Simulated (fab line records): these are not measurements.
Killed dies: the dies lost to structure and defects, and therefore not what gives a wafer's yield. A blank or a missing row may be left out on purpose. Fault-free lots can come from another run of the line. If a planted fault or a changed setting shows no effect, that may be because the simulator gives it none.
fab line records	flow sky130
record lots=11	wafers=33	last_day=50
route steps=708 shown METAL4@599 CAP2M@607 PAD_OPEN@708
lots that met no fault: taken from a fault-free run of the same line
start_h: start of the lot's first displayed wafer, in hours after the record's first day	wait_h: how many hours have passed since the lot's step before this one	" repeats the value in the row above	L1.1+2: one row covering several wafers at once	- value missing, or start not given	* or withheld: withheld	< > ~ a bound
route shown NAME@n: names a module that has steps shown in the file, with the first one's number in the route	usual: mean and standard deviation over wafers with no fault	same: alike in all rows	chamber/n: place in a boat	sites: the reading at each site	_std_site: standard deviation of those values	_edge_site: inner sites' mean taken away from outer sites' mean	radius_mm: how far each site lies from the wafer's centre	mask NAME#n: copy n	behind: the last tool/chamber to shape the wafer	hold: what put the lot on hold/how long, in hours/how the hold closed	device: the n, p or np transistor that did not switch	end of line: tests run on the same wafers once the route is complete	a step without rows: its recipe alone	killed: not the wafer's yield, but the dies lost to structure and defects at the first sort	map: a wafer's dies, x killed, . not, _ none there
set.NAME: setting as actually run; set.NAME@STEP: the setting as run at that earlier step	model.NAME: the simulator's own value behind a step, which no gauge read
a sample of lots followed through the steps of the route, with each step as a table and each wafer as a row
services: when a tool's chamber went out of use (start_h, in hours from the record's first day, below 0 if earlier), for how many hours, and the reason
## steps
# step SKY_METAL4_SPUTTER_01
# recipe material=TiN	target_thk_nm=20	power_w=6500	time_s=16.7	chamber_pressure_pa=0.4
# usual throttle_valve_pct=29.5/0.88
# same time_s=16.7
lot.wafer	tool	chamber	start_h	wait_h	throttle_valve_pct
L885.2	pvd_sputter-03	-	921.56	0.0	30.2
L885.3	"	-	"	"	29.3
L885.4	"	-	"	"	28.7
L888.1	pvd_sputter-03	-	946.50	0.0	28.3
L888.3	"	-	"	"	30.7
L888.6	"	-	"	"	29.7
L892.3	pvd_sputter-03	-	986.30	0.0	29.4
L892.4	"	-	"	"	30.1
L892.6	"	-	"	"	30.6
L897.1	pvd_sputter-01	-	1018.29	0.0	28.5
L897.3	"	-	"	"	29.3
L897.4	"	-	"	"	28.2
L901.1	pvd_sputter-03	-	1047.30	0.0	28.4
L901.3	"	-	"	"	30.2
L901.4	"	-	"	"	30.5
L900.1	pvd_sputter-03	-	1048.99	0.0	28.5
L900.3	"	-	"	"	29.2
L900.6	"	-	"	"	30.3
L902.2	pvd_sputter-04	-	1055.11	0.0	31.4
L902.5	"	-	"	"	29.6
L902.6	"	-	"	"	31.3
L903.4	pvd_sputter-01	-	1056.44	0.0	29.4
L903.5	"	-	"	"	29.3
L903.6	"	-	"	"	29.2
L906.1	pvd_sputter-01	-	1065.50	0.0	28.2
L906.2	"	-	"	"	29.3
L906.5	"	-	"	"	28.2
L907.1	pvd_sputter-04	-	1075.11	0.0	29.5
L907.3	"	-	"	"	29.7
L907.4	"	-	"	"	31.0
L908.1	pvd_sputter-03	-	1076.16	0.0	29.5
L908.3	"	-	"	"	28.6
L908.4	"	-	"	"	30.9
# step SKY_CAP2M_THK_MEAS_04
# recipe thk_meas_gauge=xrf	reads=TiN_of_CAP2M_SPUTTER_02
# usual CAP2M_TIN_THK=198.8/1.9
lot.wafer	tool	chamber	start_h	wait_h	CAP2M_TIN_THK[nm]
L885.2	film_metro-04	-	922.01	0.1	199.0
L885.3	"	-	"	"	196.5
L885.4	"	-	"	"	197.9
L888.1	film_metro-02	-	946.94	0.1	199.6
L888.3	"	-	"	"	202.4
L888.6	"	-	"	"	200.2
L892.3	film_metro-03	-	986.77	0.1	198.4
L892.4	"	-	"	"	197.9
L892.6	"	-	"	"	199.3
L897.1	film_metro-04	-	1018.74	0.1	200.0
L897.3	"	-	"	"	197.6
L897.4	"	-	"	"	194.5
L901.1	film_metro-03	-	1047.74	0.1	199.7
L901.3	"	-	"	"	199.6
L901.4	"	-	"	"	198.2
L900.1	film_metro-04	-	1049.43	0.1	203.3
L900.3	"	-	"	"	200.6
L900.6	"	-	"	"	200.2
L902.2	film_metro-03	-	1055.56	0.1	196.1
L902.5	"	-	"	"	197.8
L902.6	"	-	"	"	194.4
L903.4	film_metro-02	-	1056.91	0.1	197.2
L903.5	"	-	"	"	194.9
L903.6	"	-	"	"	200.0
L906.1	film_metro-02	-	1065.94	0.1	201.1
L906.2	"	-	"	"	199.7
L906.5	"	-	"	"	200.5
L907.1	film_metro-02	-	1075.56	0.1	200.5
L907.3	"	-	"	"	200.7
L907.4	"	-	"	"	199.7
L908.1	film_metro-03	-	1076.62	0.1	197.2
L908.3	"	-	"	"	196.8
L908.4	"	-	"	"	193.7
# step SKY_METAL4_METAL_ETCH_18
# recipe target_depth_a=8450	stop_on=SiO2	over_etch_frac=0.3	time_s=183.1	chemistry=Cl2/BCl3	resist_sidewall_deg=88	pressure_mtorr=10	icp_w=900	bias_w=48.5	Cl2_flow_sccm=60	bcl3_flow_sccm=30
# usual bias_w=48.49/0.16	drypump_motor_current_A=5.89/0.19	oes_product_au=0.866/0.006	throttle_valve_pct=22.265/0.0093
# same time_s=183.1
lot.wafer	tool	chamber	start_h	wait_h	bias_w	drypump_motor_current_A	oes_product_au	rf_hours_counter_h	throttle_valve_pct
L885.2	rie_metal-01	0	970.95	0.0	48.42	6.02	0.866	15	22.263
L885.3	"	0	"	"	48.64	6.04	0.859	-	22.269
L885.4	"	1	"	"	48.63	5.74	0.868	-	22.262
L888.1	rie_metal-01	0	993.79	0.0	48.63	6.05	0.866	17	22.256
L888.3	"	0	"	"	48.79	6.01	0.873	-	22.241
L888.6	"	0	"	"	48.54	6.05	0.873	-	22.255
L892.3	rie_metal-03	0	1031.86	0.1	48.20	5.77	0.861	-	22.261
L892.4	"	1	"	"	48.45	5.69	0.860	-	22.272
L892.6	"	0	"	"	48.03	5.77	0.861	-	22.258
L897.1	rie_metal-03	0	1062.73	0.0	48.61	5.76	0.866	8	22.256
L897.3	"	1	"	"	48.53	5.68	0.871	-	22.266
L897.4	"	0	"	"	48.47	5.75	0.869	-	22.275
L901.1	rie_metal-03	0	1090.94	0.0	48.62	5.72	0.865	10	22.248
L901.3	"	0	"	"	48.52	5.75	0.862	-	22.271
L901.4	"	1	"	"	48.63	5.71	0.868	-	22.245
L900.1	rie_metal-01	0	1091.64	0.0	48.28	6.01	0.865	22	22.271
L900.3	"	1	"	"	48.45	5.75	0.872	-	22.270
L900.6	"	1	"	"	48.42	5.74	0.866	-	22.270
L902.2	rie_metal-02	0	1097.82	0.0	48.42	6.21	0.865	20	22.271
L902.5	"	1	"	"	48.35	5.87	0.861	-	22.266
L902.6	"	0	"	"	48.59	6.22	0.864	-	22.250
L903.4	rie_metal-02	1	1099.73	0.1	48.71	5.85	0.863	-	22.279
L903.5	"	1	"	"	48.70	5.84	0.861	-	22.266
L903.6	"	0	"	"	48.38	6.20	0.868	-	22.263
L906.1	rie_metal-03	0	1112.24	0.0	48.40	5.76	0.857	11	22.291
L906.2	"	1	"	"	48.30	5.73	0.864	13	22.256
L906.5	"	0	"	"	48.60	5.78	0.856	-	22.252
L907.1	rie_metal-03	0	1115.12	0.0	48.37	5.77	0.865	12	22.259
L907.3	"	1	"	"	48.62	5.69	0.867	-	22.281
L907.4	"	0	"	"	48.71	5.77	0.875	-	22.248
L908.1	rie_metal-01	1	1115.48	0.0	48.44	5.73	0.871	10	22.255
L908.3	"	0	"	"	48.39	5.99	0.871	-	22.282
L908.4	"	1	"	"	48.53	5.74	0.861	-	22.280
# step SKY_METAL4_STRIP_19
# recipe chemistry=O2/N2	power_w=1400	pressure_mtorr=1500	platen_temp_c=withheld	o2_flow_sccm=3000	n2_flow_sccm=300	overash_fraction=0.5
# usual drypump_motor_current_A=5.6/0.47	o2_flow_sccm=3000/8.4	oes_product_au=0.502/0.0053	overash_fraction=0.5/0	strip_time_to_endpoint_s=6.54/0.067
lot.wafer	tool	chamber	start_h	wait_h	drypump_motor_current_A	o2_flow_sccm	oes_product_au	overash_fraction	rf_hours_counter_h	strip_time_to_endpoint_s
L885.2	plasma_asher-02	0	971.13	0.1	5.7	3000	0.494	0.5	60	6.50
L885.3	"	0	"	"	5.7	3009	0.502	0.5	-	6.46
L885.4	"	1	"	"	5.4	3018	0.507	0.5	-	6.60
L888.1	plasma_asher-04	1	993.97	0.1	5.0	2985	0.499	0.5	21	6.53
L888.3	"	1	"	"	5.0	2985	0.498	0.5	-	6.46
L888.6	"	0	"	"	6.3	3002	0.498	0.5	-	6.55
L892.3	plasma_asher-04	1	1032.02	0.1	5.0	3004	0.496	0.5	-	6.47
L892.4	"	0	"	"	6.2	3008	0.508	0.5	-	6.57
L892.6	"	1	"	"	5.0	3007	0.502	0.5	-	6.50
L897.1	plasma_asher-04	0	1062.91	0.1	6.3	2998	0.498	0.5	26	6.52
L897.3	"	0	"	"	6.3	3004	0.501	0.5	-	6.57
L897.4	"	1	"	"	5.0	2985	0.504	0.5	-	6.48
L901.1	plasma_asher-04	1	1091.12	0.1	5.0	2999	0.499	0.7	30	6.50
L901.3	"	1	"	"	5.0	2994	0.498	0.7	-	6.51
L901.4	"	0	"	"	6.3	2996	0.504	0.7	-	6.56
L900.1	plasma_asher-01	0	1091.82	0.1	5.4	3017	0.504	0.5	90	6.43
L900.3	"	0	"	"	5.4	3002	0.497	0.5	-	6.53
L900.6	"	0	"	"	5.4	3005	0.503	0.5	-	6.51
L902.2	plasma_asher-04	1	1098.00	0.1	5.0	3023	0.499	0.7	31	6.46
L902.5	"	1	"	"	5.0	3005	0.508	0.7	-	6.59
L902.6	"	0	"	"	6.3	2995	0.500	0.7	-	6.51
L903.4	plasma_asher-04	0	1099.96	0.2	6.2	3003	0.509	0.7	-	6.66
L903.5	"	0	"	"	6.2	3000	0.502	0.7	-	6.60
L903.6	"	1	"	"	5.0	2995	0.514	0.7	-	6.57
L906.1	plasma_asher-01	1	1112.41	0.1	5.7	2999	0.496	0.5	92	6.44
L906.2	"	0	"	"	5.4	2993	0.504	0.5	92	6.50
L906.5	"	1	"	"	5.7	3002	0.497	0.5	-	6.42
L907.1	plasma_asher-01	0	1115.29	0.1	5.4	3011	0.499	0.5	93	6.46
L907.3	"	1	"	"	5.7	2991	0.499	0.5	-	6.58
L907.4	"	0	"	"	5.4	2987	0.506	0.5	-	6.48
L908.1	plasma_asher-01	1	1115.65	0.1	5.7	3003	0.505	0.5	93	6.50
L908.3	"	1	"	"	5.7	2998	0.492	0.5	-	6.46
L908.4	"	0	"	"	5.3	3018	0.499	0.5	-	6.55
# step SKY_PAD_OPEN_PROBE_99
# usual defect_limited_yield=82.4/1.8	killed_at_M0_to_M3=44/6.4	killed_at_M4_up=3.6/2.1	killed_at_contacts=23/5.1	killed_at_front_end=15/4.3	killed_at_other=0.3/0.56	killed_dies=86/9	killed_open=47/6.4	killed_short=39/5.8	sort_bin_3_pad_short=0.8/0.46	sort_bin_5_function=10.4/1.4	sort_bin_6_memory=6.4/1.1	sort_n_pass=406/9	sort_yield_pct=82.4/1.8
# same gross_dies=492	killed_at_back_side=0	sort_bin_4_leakage[%]=0	sort_bin_8_speed[%]=0
lot.wafer	tool	chamber	start_h	wait_h	defect_limited_yield[%]	killed_at_M0_to_M3	killed_at_M4_up	killed_at_contacts	killed_at_front_end	killed_at_other	killed_dies	killed_open	killed_short	sort_bin_3_pad_short[%]	sort_bin_5_function[%]	sort_bin_6_memory[%]	sort_n_pass	sort_yield_pct[%]
L885.2	prober-01	-	1065.70	0.1	84.6	36	3	21	16	0	76	45	31	0.6	8.9	5.9	416	84.6
L885.3	prober-01	-	1065.75	0.2	82.1	48	5	21	14	0	88	49	39	1.2	11.6	5.1	404	82.1
L885.4	prober-01	-	1065.80	0.2	81.5	43	1	25	22	0	91	43	47	0.8	11.2	6.5	401	81.5
L888.1	prober-02	-	1086.75	0.1	82.9	47	6	18	13	0	84	46	38	1.0	9.6	6.5	408	82.9
L888.3	prober-02	-	1086.85	0.2	83.3	42	4	24	12	0	82	42	40	0.6	10.4	5.7	410	83.3
L888.6	prober-02	-	1087.00	0.2	80.3	50	3	27	17	0	97	58	39	1.2	11.2	7.3	395	80.3
L892.3	prober-01	-	1119.43	0.2	83.7	44	6	20	9	1	80	45	35	1.0	9.3	5.9	412	83.7
L892.4	prober-01	-	1119.48	0.2	84.1	39	2	26	10	1	78	44	34	0	9.6	6.3	414	84.1
L892.6	prober-01	-	1119.58	0.2	82.5	56	2	15	13	0	86	48	38	0.4	11.4	5.7	406	82.5
L897.1	prober-02	-	1140.83	0.1	81.7	40	8	29	13	0	90	42	48	0.6	12.2	5.5	402	81.7
L897.3	prober-02	-	1140.93	0.2	83.9	37	6	24	12	0	79	43	36	0.2	8.5	7.3	413	83.9
L897.4	prober-02	-	1140.98	0.2	82.1	47	3	24	14	0	88	47	41	0.8	11.0	6.1	404	82.1
L901.1	prober-01	-	1168.40	0.1	84.6	41	1	16	18	0	76	51	25	0.6	8.9	5.9	416	84.6
L901.3	prober-01	-	1168.50	0.2	81.7	47	4	20	19	0	90	43	47	1.0	9.3	7.9	402	81.7
L901.4	prober-01	-	1168.55	0.2	80.1	47	0	32	19	0	98	58	40	0.4	11.6	7.9	394	80.1
L900.1	prober-02	-	1171.19	0.1	81.5	45	2	28	16	0	91	54	37	0.6	10.2	7.7	401	81.5
L900.3	prober-02	-	1171.29	0.2	82.3	44	4	23	16	0	87	47	38	0.8	10.2	6.7	405	82.3
L900.6	prober-02	-	1171.44	0.2	78.0	55	4	29	20	0	108	56	52	1.4	10.8	9.8	384	78.0
L902.2	prober-01	-	1175.61	0.1	81.7	40	3	32	15	0	90	52	38	1.2	10.2	6.9	402	81.7
L902.5	prober-01	-	1175.76	0.2	81.3	48	6	25	13	0	92	56	36	0.2	13.4	5.1	400	81.3
L902.6	prober-01	-	1175.81	0.2	79.5	50	3	30	18	0	101	65	36	0.6	12.2	7.7	391	79.5
L903.4	prober-02	-	1176.08	0.2	82.3	41	2	25	19	0	87	47	40	1.2	9.6	6.9	405	82.3
L903.5	prober-02	-	1176.13	0.2	84.8	47	2	17	8	1	75	41	34	0.8	7.9	6.5	417	84.8
L903.6	prober-02	-	1176.18	0.2	82.1	48	7	18	15	0	88	53	35	0.6	10.2	7.1	404	82.1
L906.1	prober-02	-	1187.15	0.1	83.3	50	0	17	15	0	82	50	32	0.8	11.0	4.9	410	83.3
L906.2	prober-02	-	1187.20	0.1	79.7	43	4	35	17	1	100	59	41	1.8	10.0	8.5	392	79.7
L906.5	prober-02	-	1187.35	0.2	84.1	41	4	22	11	0	78	44	34	0.8	9.1	5.9	414	84.1
L908.1	prober-02	-	1194.03	0.1	82.5	40	3	23	20	0	86	51	35	0.4	11.0	6.1	406	82.5
L908.3	prober-02	-	1194.13	0.2	82.9	38	3	28	14	1	84	45	39	1.2	11.0	4.9	408	82.9
L908.4	prober-02	-	1194.18	0.2	83.1	38	5	20	19	1	83	40	42	1.8	8.9	6.1	409	83.1
L907.1	prober-01	-	1194.52	0.1	81.3	47	2	27	16	0	92	53	39	0.6	10.8	7.3	400	81.3
L907.3	prober-01	-	1194.62	0.2	85.6	35	4	15	17	0	71	37	34	0.6	8.9	4.9	421	85.6
L907.4	prober-01	-	1194.67	0.2	81.9	50	2	26	10	1	89	49	39	0.6	11.0	6.5	403	81.9
# killed by level:class
L885.2 VIA1:geometric_particle:open=10 LI_CONTACT:geometric_particle:open=8 VIA1:geometric_particle:short=7 CONTACT:geometric_particle:open=6 VIA3:geometric_particle:open=6 VIA2:geometric_particle:open=5 FIELD_ISO:geometric_particle:short=4 POLY_GATE:geometric_particle:open=3
L885.3 VIA1:geometric_particle:short=11 VIA1:geometric_particle:open=10 CONTACT:geometric_particle:open=10 VIA3:geometric_particle:open=7 FIELD_ISO:geometric_particle:open=6 METAL2:geometric_particle:short=6 VIA2:geometric_particle:open=5 POLY_GATE:geometric_particle:open=4
L885.4 VIA2:geometric_particle:open=7 FIELD_ISO:geometric_particle:short=6 CONTACT:geometric_particle:open=6 CONTACT:geometric_particle:short=6 VIA1:geometric_particle:open=6 VIA3:geometric_particle:open=6 POLY_GATE:geometric_particle:short=5 POLY_GATE:geometric_particle:open=5
L888.1 VIA1:geometric_particle:open=10 VIA2:geometric_particle:open=9 LI_CONTACT:geometric_particle:open=7 VIA1:geometric_particle:short=7 METAL1:geometric_particle:short=6 VIA3:geometric_particle:open=6 CONTACT:geometric_particle:short=5 METAL4:geometric_particle:short=5
L888.3 LI_CONTACT:geometric_particle:open=9 VIA1:geometric_particle:open=9 VIA3:geometric_particle:open=7 CONTACT:geometric_particle:short=7 METAL2:geometric_particle:short=6 FIELD_ISO:geometric_particle:short=4 VIA1:geometric_particle:short=4 POLY_GATE:geometric_particle:open=3
L888.6 VIA1:geometric_particle:open=12 VIA2:geometric_particle:open=9 LI_CONTACT:geometric_particle:open=8 CONTACT:geometric_particle:open=8 METAL2:geometric_particle:short=7 FIELD_ISO:geometric_particle:short=6 METAL1:geometric_particle:short=6 FIELD_ISO:geometric_particle:open=5
L892.3 VIA1:geometric_particle:open=12 CONTACT:geometric_particle:open=9 VIA1:geometric_particle:short=8 LI_CONTACT:geometric_particle:open=6 METAL4:geometric_particle:short=6 VIA2:geometric_particle:short=5 VIA2:geometric_particle:open=5 FIELD_ISO:geometric_particle:open=4
L892.4 VIA2:geometric_particle:open=10 CONTACT:geometric_particle:short=9 CONTACT:geometric_particle:open=9 LI_CONTACT:geometric_particle:open=7 VIA1:geometric_particle:open=6 METAL2:geometric_particle:short=6 VIA3:geometric_particle:open=5 METAL1:geometric_particle:short=5
L892.6 VIA1:geometric_particle:open=13 METAL2:geometric_particle:short=10 VIA2:geometric_particle:open=9 LI_CONTACT:geometric_particle:open=7 VIA3:geometric_particle:open=6 FIELD_ISO:geometric_particle:short=4 CONTACT:geometric_particle:open=4 VIA1:geometric_particle:short=4
L897.1 LI_CONTACT:geometric_particle:open=13 VIA3:geometric_particle:open=8 CONTACT:geometric_particle:open=7 POLY_GATE:geometric_particle:short=6 CONTACT:geometric_particle:short=6 METAL1:geometric_particle:short=6 FIELD_ISO:geometric_particle:short=5 VIA1:geometric_particle:short=5
L897.3 CONTACT:geometric_particle:open=14 CONTACT:geometric_particle:short=6 VIA2:geometric_particle:open=6 VIA1:geometric_particle:short=6 POLY_GATE:geometric_particle:open=5 VIA1:geometric_particle:open=5 FIELD_ISO:geometric_particle:short=4 VIA3:geometric_particle:short=4
L897.4 CONTACT:geometric_particle:open=10 VIA1:geometric_particle:open=10 METAL2:geometric_particle:short=9 VIA3:geometric_particle:open=8 VIA2:geometric_particle:open=6 CONTACT:geometric_particle:short=5 LI_CONTACT:geometric_particle:short=4 FIELD_ISO:geometric_particle:open=3
L901.1 VIA1:geometric_particle:open=12 CONTACT:geometric_particle:open=10 POLY_GATE:geometric_particle:open=7 FIELD_ISO:geometric_particle:open=5 METAL1:geometric_particle:short=5 LI_CONTACT:geometric_particle:open=4 VIA3:geometric_particle:short=4 VIA2:geometric_particle:open=3
L901.3 VIA1:geometric_particle:open=9 METAL1:geometric_particle:short=8 LI_CONTACT:geometric_particle:open=6 METAL2:geometric_particle:short=6 VIA2:geometric_particle:open=6 FIELD_ISO:geometric_particle:open=5 POLY_GATE:geometric_particle:short=5 LI_CONTACT:geometric_particle:short=5
L901.4 CONTACT:geometric_particle:open=13 VIA1:geometric_particle:open=10 LI_CONTACT:geometric_particle:open=8 VIA2:geometric_particle:open=8 FIELD_ISO:geometric_particle:short=6 METAL2:geometric_particle:short=6 POLY_GATE:geometric_particle:open=5 METAL1:geometric_particle:short=5
L900.1 CONTACT:geometric_particle:open=12 VIA1:geometric_particle:open=9 VIA3:geometric_particle:open=7 VIA2:geometric_particle:open=7 LI_CONTACT:geometric_particle:open=7 FIELD_ISO:geometric_particle:open=5 LI_CONTACT:geometric_particle:short=5 METAL1:geometric_particle:short=5
L900.3 VIA1:geometric_particle:open=12 METAL1:geometric_particle:short=8 VIA3:geometric_particle:open=8 LI_CONTACT:geometric_particle:open=7 POLY_GATE:geometric_particle:open=5 LOCAL_INTERCONNECT:geometric_particle:short=5 CONTACT:geometric_particle:open=5 VIA1:geometric_particle:short=5
L900.6 VIA1:geometric_particle:open=11 METAL1:geometric_particle:short=10 CONTACT:geometric_particle:open=9 LI_CONTACT:geometric_particle:open=8 VIA2:geometric_particle:short=6 METAL3:geometric_particle:short=6 VIA1:geometric_particle:short=5 POLY_GATE:geometric_particle:open=5
L902.2 LI_CONTACT:geometric_particle:open=12 CONTACT:geometric_particle:open=7 VIA1:geometric_particle:open=7 VIA1:geometric_particle:short=6 VIA3:geometric_particle:open=6 LOCAL_INTERCONNECT:geometric_particle:short=5 POLY_GATE:geometric_particle:short=4 LI_CONTACT:geometric_particle:short=4
L902.5 VIA2:geometric_particle:open=12 VIA3:geometric_particle:open=10 CONTACT:geometric_particle:open=9 METAL1:geometric_particle:short=9 LI_CONTACT:geometric_particle:open=6 VIA1:geometric_particle:open=5 FIELD_ISO:geometric_particle:open=4 METAL3:geometric_particle:short=4
L902.6 CONTACT:geometric_particle:open=14 VIA1:geometric_particle:open=14 LI_CONTACT:geometric_particle:open=9 VIA2:geometric_particle:open=7 VIA3:geometric_particle:open=7 METAL1:geometric_particle:short=6 VIA1:geometric_particle:short=5 FIELD_ISO:geometric_particle:short=4
L903.4 CONTACT:geometric_particle:open=9 VIA1:geometric_particle:open=9 POLY_GATE:geometric_particle:open=6 LI_CONTACT:geometric_particle:open=6 VIA3:geometric_particle:open=6 CONTACT:geometric_particle:short=5 METAL2:geometric_particle:short=5 VIA2:geometric_particle:short=5
L903.5 VIA1:geometric_particle:open=10 VIA3:geometric_particle:open=8 CONTACT:geometric_particle:open=7 VIA1:geometric_particle:short=6 METAL1:geometric_particle:short=5 VIA2:geometric_particle:open=5 CONTACT:geometric_particle:short=4 VIA3:geometric_particle:short=4
L903.6 VIA1:geometric_particle:open=14 VIA3:geometric_particle:open=11 CONTACT:geometric_particle:short=6 POLY_GATE:geometric_particle:open=5 METAL1:geometric_particle:short=5 METAL2:geometric_particle:short=5 CONTACT:geometric_particle:open=5 VIA2:geometric_particle:open=5
L906.1 VIA1:geometric_particle:open=11 VIA3:geometric_particle:open=9 METAL1:geometric_particle:short=8 CONTACT:geometric_particle:open=7 POLY_GATE:geometric_particle:open=6 VIA2:geometric_particle:open=6 VIA2:geometric_particle:short=4 LI_CONTACT:geometric_particle:open=4
L906.2 CONTACT:geometric_particle:open=14 VIA1:geometric_particle:open=12 CONTACT:geometric_particle:short=9 VIA3:geometric_particle:open=6 LI_CONTACT:geometric_particle:open=5 LOCAL_INTERCONNECT:geometric_particle:short=5 METAL1:geometric_particle:open=5 POLY_GATE:geometric_particle:short=4
L906.5 VIA1:geometric_particle:open=11 VIA2:geometric_particle:open=7 VIA3:geometric_particle:open=7 LI_CONTACT:geometric_particle:open=6 CONTACT:geometric_particle:short=5 CONTACT:geometric_particle:open=5 VIA1:geometric_particle:short=5 METAL2:geometric_particle:short=5
L908.1 VIA1:geometric_particle:open=14 CONTACT:geometric_particle:open=12 VIA2:geometric_particle:open=7 METAL1:geometric_particle:short=6 VIA3:geometric_particle:open=6 FIELD_ISO:geometric_particle:short=5 POLY_GATE:geometric_particle:open=4 SPACER:geometric_particle:short=4
L908.3 VIA1:geometric_particle:open=11 CONTACT:geometric_particle:open=7 LI_CONTACT:geometric_particle:open=6 FIELD_ISO:geometric_particle:open=5 FIELD_ISO:geometric_particle:short=5 CONTACT:geometric_particle:short=5 LOCAL_INTERCONNECT:geometric_particle:short=5 VIA3:geometric_particle:short=4
L908.4 VIA1:geometric_particle:open=11 FIELD_ISO:geometric_particle:open=7 VIA3:geometric_particle:open=7 VIA1:geometric_particle:short=6 CONTACT:geometric_particle:open=6 LOCAL_INTERCONNECT:geometric_particle:short=5 METAL2:geometric_particle:short=4 CONTACT:geometric_particle:short=4
L907.1 LI_CONTACT:geometric_particle:open=10 CONTACT:geometric_particle:open=8 METAL1:geometric_particle:short=8 VIA3:geometric_particle:open=8 FIELD_ISO:geometric_particle:open=7 VIA1:geometric_particle:short=7 VIA1:geometric_particle:open=7 VIA3:geometric_particle:short=6
L907.3 VIA1:geometric_particle:open=11 CONTACT:geometric_particle:open=7 FIELD_ISO:geometric_particle:short=5 METAL1:geometric_particle:short=5 CONTACT:geometric_particle:short=5 POLY_GATE:geometric_particle:open=4 METAL4:geometric_particle:short=4 METAL2:geometric_particle:short=3
L907.4 CONTACT:geometric_particle:open=12 VIA1:geometric_particle:open=9 VIA3:geometric_particle:open=9 VIA1:geometric_particle:short=8 CONTACT:geometric_particle:short=6 VIA2:geometric_particle:short=6 LI_CONTACT:geometric_particle:open=5 FIELD_ISO:geometric_particle:short=4
## services
tool	chamber	start_h	hours	kind
plasma_asher-04	-	898.08	11.5	repair
rie_metal-02	0	903.72	4.0	repair
rie_metal-03	0	907.68	-	clean
rie_metal-03	0	907.68	20.2	scheduled_down
rie_metal-03	0	907.68	20.2	vent_cycle
pvd_sputter-04	-	917.42	2.3	repair
plasma_asher-04	-	941.08	2.4	repair
plasma_asher-02	-	947.48	2.5	repair
rie_metal-03	-	963.67	1.1	repair
plasma_asher-04	-	964.60	18.7	pm
rie_metal-01	1	976.91	5.8	repair
rie_metal-03	-	993.61	2.8	pm
plasma_asher-04	-	1001.06	6.4	repair
rie_metal-01	1	1002.51	6.5	repair
rie_metal-01	-	1011.18	1.9	repair
rie_metal-02	0	1018.10	22.7	repair
plasma_asher-04	-	1038.58	14.6	pm
pvd_sputter-03	-	1051.00	1.7	repair
pvd_sputter-04	-	1058.00	7.9	repair
rie_metal-01	-	1058.47	14.6	pm
plasma_asher-02	-	1068.74	48.6	repair
plasma_asher-02	-	1073.56	2.8	repair
pvd_sputter-04	-	1088.79	6.6	repair
pvd_sputter-03	-	1100.34	3.4	repair
## key
first_sign step=SKY_METAL4_STRIP_19	reading=overash_fraction	direction=up	sigmas=99+	usual=0.5	struck=0.7
effect none on later readings
met_at SKY_METAL4_STRIP_19
struck_lots L901,L902,L903
not_acting_at SKY_METAL4_SPUTTER_01,SKY_CAP2M_THK_MEAS_04,SKY_METAL4_METAL_ETCH_18
onset_between 1062.91 1091.12
fault kind=process_parameter_drift	tool=plasma_asher-04	chamber=-	onset_h=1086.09	steps=SKY_METAL4_STRIP_19	channel=overash_fraction	offset=0.2	shape=step	end_h=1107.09	acts_in=these_recipes_only	stated=0.5
